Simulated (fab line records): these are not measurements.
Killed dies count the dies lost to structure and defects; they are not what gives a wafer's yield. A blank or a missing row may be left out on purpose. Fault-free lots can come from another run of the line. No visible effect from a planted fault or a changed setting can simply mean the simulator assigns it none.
A struck lot beside a sound one | flow sky130 | 16 steps out of a route of 708
Sound: the wafers L861.1, L861.3, L861.6. Struck: wafers L871.1, L871.3, L871.5. The cause is given at the end.
Per side, at each step with rows, come the tool, then ch with its chambers, and then its first start. Under that, the readings that differ: sound wafers | struck wafers | difference of the means | sigmas: that difference in standard deviations of wafers without a fault.
alike: readings with means less than 2 such deviations apart, plus words and numbers identical on both sides. not compared: withheld readings, readings lacking a value on some wafer, bounds such as >300 that could conceal the same value, and numbers that have no deviation in the record and whose values overlap.
A row with sigmas, a row that says differs or no value, or rows on one side alone: a step with any of these is where the two part. Non-overlapping numbers with no deviation appear without sigmas and do not part them. A reading that every wafer of one side lacks parts them only if that side has two wafers or more.

first, 1 step without rows for these wafers: SKY_LDD_N_IMPLANT_15.
SKY_LDD_N_STRIP_16: strips in O2/N2.
  sound on plasma_asher-01 ch 0, day 18 13:38; struck on plasma_asher-01 ch 0,1, day 22 03:38
  alike: drypump_motor_current_A, oes_product_au, strip_time_to_endpoint_s
  not compared: rf_hours_counter_h
SKY_LDD_N_TW_MEAS_17:
  sound: film_metro-01 at day 18 13:44; struck: film_metro-02 at day 22 03:44
  alike: LDD_N_TW
then, 7 steps without rows for these wafers: SKY_LDD_P_DEHYDRATE_00 (time 60 s); SKY_LDD_P_HMDS_01 (prime time 60 s); SKY_LDD_P_COAT_02 (resist thk 1140 nm); SKY_LDD_P_SOFTBAKE_03 (time 60 s); SKY_LDD_P_EXPOSE_04 (exposes mask PSDM, target cd 380 nm); SKY_LDD_P_PEB_05; SKY_LDD_P_DEVELOP_06 (develop time 60 s).
SKY_LDD_P_CD_MEAS_07 targets a cd of 380 nm.
  sound: cd_sem-02 at day 19 20:19; struck: cd_sem-02 at day 23 09:46
  alike: cd_nm
SKY_LDD_P_OVL_MEAS_08:
  sound: overlay-02 at day 19 20:26; struck: overlay-01 at day 23 09:53
  alike: LDD_P_OVL
SKY_LDD_P_IMPLANT_09:
  sound on implanter-02 ch 0, day 19 20:28; struck on implanter-01 ch 0, day 23 09:55
  reading                   | sound             | struck            | difference | sigmas
  implant_ion_amu           | 49 49 49          | 75 75 75          | +26        |
  model.implant.drp_nm (nm) | 11.41 11.41 11.41 | 8.431 8.431 8.431 | -2.979     |
  model.implant.rp_nm (nm)  | 20.73 20.73 20.73 | 19.02 19.02 19.02 | -1.71      |
SKY_LDD_P_STRIP_10: strips in O2/N2.
  sound on plasma_asher-02 ch 0,1, day 19 20:37; struck on plasma_asher-04 ch 0,1, day 23 10:04
  alike: drypump_motor_current_A, oes_product_au, strip_time_to_endpoint_s
  not compared: rf_hours_counter_h
SKY_LDD_P_TW_MEAS_11:
  sound: film_metro-03 at day 19 20:43; struck: film_metro-03 at day 23 10:10
  reading  | sound       | struck         | difference | sigmas
  LDD_P_TW | 631 635 630 | 1037 1034 1040 | +405       | +41
then, 1 step without rows for these wafers: SKY_LDD_HVN_DEHYDRATE_00 (time 60 s).

## WHERE THEY PART
Within this record, at SKY_LDD_P_TW_MEAS_11 only.

WHY: what the simulator had put in
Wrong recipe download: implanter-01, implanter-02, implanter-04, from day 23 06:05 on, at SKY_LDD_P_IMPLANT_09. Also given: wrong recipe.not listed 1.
